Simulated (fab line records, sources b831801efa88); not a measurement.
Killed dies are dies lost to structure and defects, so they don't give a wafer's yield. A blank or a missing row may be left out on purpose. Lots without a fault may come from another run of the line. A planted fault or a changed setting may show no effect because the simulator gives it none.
Which tool did it? | flow sky130 | 12 lots, 36 wafers sampled, at 4 steps of a route of 708

WHAT THE GAUGES READ, wafer by wafer
SKY_SONOS_TUNNEL_TW_MEAS_12.
lot  | measured     | on            | SONOS_TUNNEL_TW
L391 | day 11 14:19 | film_metro-02 | 196.8 195.7 195.0
L392 | day 12 00:53 | film_metro-02 | 197.5 197.2 197.1
L394 | day 12 21:19 | film_metro-02 | 197.6 197.6 197.5
L395 | day 13 01:44 | film_metro-03 | 197.6 197.4 198.5
L402 | day 15 21:17 | film_metro-01 | 200.2 201.2 199.4
L403 | day 16 01:16 | film_metro-01 | 199.2 199.5 199.6
L405 | day 16 10:13 | film_metro-02 | 197.2 196.5 195.1
L404 | day 16 10:54 | film_metro-03 | 196.6 198.3 198.4
L406 | day 16 18:08 | film_metro-03 | 199.2 198.8 197.7
L409 | day 17 19:02 | film_metro-01 | 199.8 199.0 199.1
L412 | day 18 18:17 | film_metro-02 | 196.1 196.8 197.6
L413 | day 19 00:38 | film_metro-01 | 200.5 200.0 201.2

SKY_GATE_OXIDE_THK_MEAS_02.
lot  | measured     | on            | GATE_OXIDE_OXIDATION_00_THK (nm)
L391 | day 12 22:08 | film_metro-03 | 10.40 10.26 10.11
L392 | day 13 09:56 | film_metro-02 | 10.43 10.56 10.46
L394 | day 14 07:42 | film_metro-03 | 10.52 10.40 10.51
L395 | day 14 11:03 | film_metro-04 | 10.65 10.66 10.63
L402 | day 17 10:34 | film_metro-02 | 10.82 11.10 10.79
L403 | day 17 14:50 | film_metro-03 | 10.52 10.61 10.60
L405 | day 18 00:43 | film_metro-04 | 10.91 10.77 10.95
L404 | day 18 01:57 | film_metro-03 | 10.40 10.54 10.37
L406 | day 18 08:37 | film_metro-02 | 10.50 10.53 10.52
L409 | day 19 06:58 | film_metro-03 | 10.71 10.56 10.59
L412 | day 20 10:20 | film_metro-04 | 10.47 10.62 10.62
L413 | day 20 14:22 | film_metro-03 | 10.76 10.65 10.56

SKY_LDD_HVN_OVL_MEAS_07.
lot  | measured     | on         | LDD_HVN_OVL (nm)
L391 | day 20 13:02 | overlay-02 | 1.5 0.8 0.4
L392 | day 20 22:49 | overlay-01 | -0.5 -0.9 -1.6
L394 | day 22 02:26 | overlay-02 | 2.2 0.6 0.7
L395 | day 22 08:13 | overlay-02 | 0.3 1.4 1.4
L402 | day 25 09:28 | overlay-01 | 1.6 -0.1 1.2
L403 | day 25 13:29 | overlay-01 | 57.5 57.8 58.5
L405 | day 26 00:13 | overlay-01 | -1.9 -1.7 -2.1
L404 | day 26 01:21 | overlay-01 | 58.9 57.8 58.0
L406 | day 26 06:11 | overlay-01 | 60.4 60.6 61.7
L409 | day 27 03:13 | overlay-01 | 0.8 1.9 2.5
L412 | day 28 06:04 | overlay-01 | 1.2 1.2 2.7
L413 | day 28 07:55 | overlay-01 | -0.6 -1.6 -0.6

WHICH TOOL RAN EACH LOT (tool, then ch and the chambers of the sampled wafers, then the start)
lot  | SKY_LDD_HVN_EXPOSE_04
L391 | iline_stepper-02 ch 0, day 19 22:10
L392 | iline_stepper-02 ch 0, day 20 07:10
L394 | iline_stepper-02 ch 0, day 21 10:49
L395 | iline_stepper-01 ch 0, day 21 16:43
L402 | iline_stepper-01 ch 0, day 24 19:32
L403 | iline_stepper-02 ch 0, day 24 23:19
L405 | iline_stepper-01 ch 0, day 25 09:22
L404 | iline_stepper-02 ch 0, day 25 10:10
L406 | iline_stepper-02 ch 0, day 25 15:29
L409 | iline_stepper-01 ch 0, day 26 12:53
L412 | iline_stepper-01 ch 0, day 27 16:24
L413 | iline_stepper-01 ch 0, day 27 18:07
- SKY_LDD_HVN_EXPOSE_04: exposes mask HVNTM, target cd 700 nm.

WHAT THE TOOLS THEMSELVES READ (means of the sampled wafers that have a number; where no wafer has one, the mark that the record gives instead)
SKY_LDD_HVN_EXPOSE_04.
lot  | tool             | stage_vel_mm_s (mm/s)
L391 | iline_stepper-02 | 499.88
L392 | iline_stepper-02 | 499.95
L394 | iline_stepper-02 | 499.85
L395 | iline_stepper-01 | 500.12
L402 | iline_stepper-01 | 499.78
L403 | iline_stepper-02 | 500.00
L405 | iline_stepper-01 | 500.00
L404 | iline_stepper-02 | 500.22
L406 | iline_stepper-02 | 500.01
L409 | iline_stepper-01 | 499.79
L412 | iline_stepper-01 | 500.52
L413 | iline_stepper-01 | 500.11

THE ANSWER, worked out from the rows above alone
Rule: what is usual is taken from the lots themselves. Put in order of their means at a reading, lots are off if they are a third of the lots or fewer, leave a main group of 4 or more, and stand apart from it by a gap of 3 or more times the standard deviation of the main group's means; of several such gaps the widest counts. A main group whose means are all the same, to the digits that the tables above print for the reading, isn't used. A lot without any number at a reading at which 4 lots or more have one is off too. The other lots that the step has rows for count as sound. The gauges are gone through in route order, then the tools' own readings, and for those a lot's mean is taken as printed above. The first step at which some lot is off is used, and at that step the reading that is off furthest; a lot without a number counts as furthest.
Off: L403, L404, L406, at SKY_LDD_HVN_OVL_MEAS_07 (LDD_HVN_OVL). The main group: mean 0.4 nm, standard deviation 1.2.
A tool fits if, at a process step before that reading, it ran every lot that is off, and no sound lot after the first of them. The gauges at SKY_LDD_HVN_OVL_MEAS_07 are tried like those tools. One fits: iline_stepper-02 at SKY_LDD_HVN_EXPOSE_04. Its last sound lot is L394 (day 21 10:49), its first lot that is off L403 (day 24 23:19): a fault that began between those two fits.

WHAT THE SIMULATOR HAD PUT IN
Scanner matching overlay: iline_stepper-02, from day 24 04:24 on, at SKY_LDD_HVN_EXPOSE_04. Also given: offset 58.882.
Lots struck among those shown: L403, L404, L406. The rule above found the same.
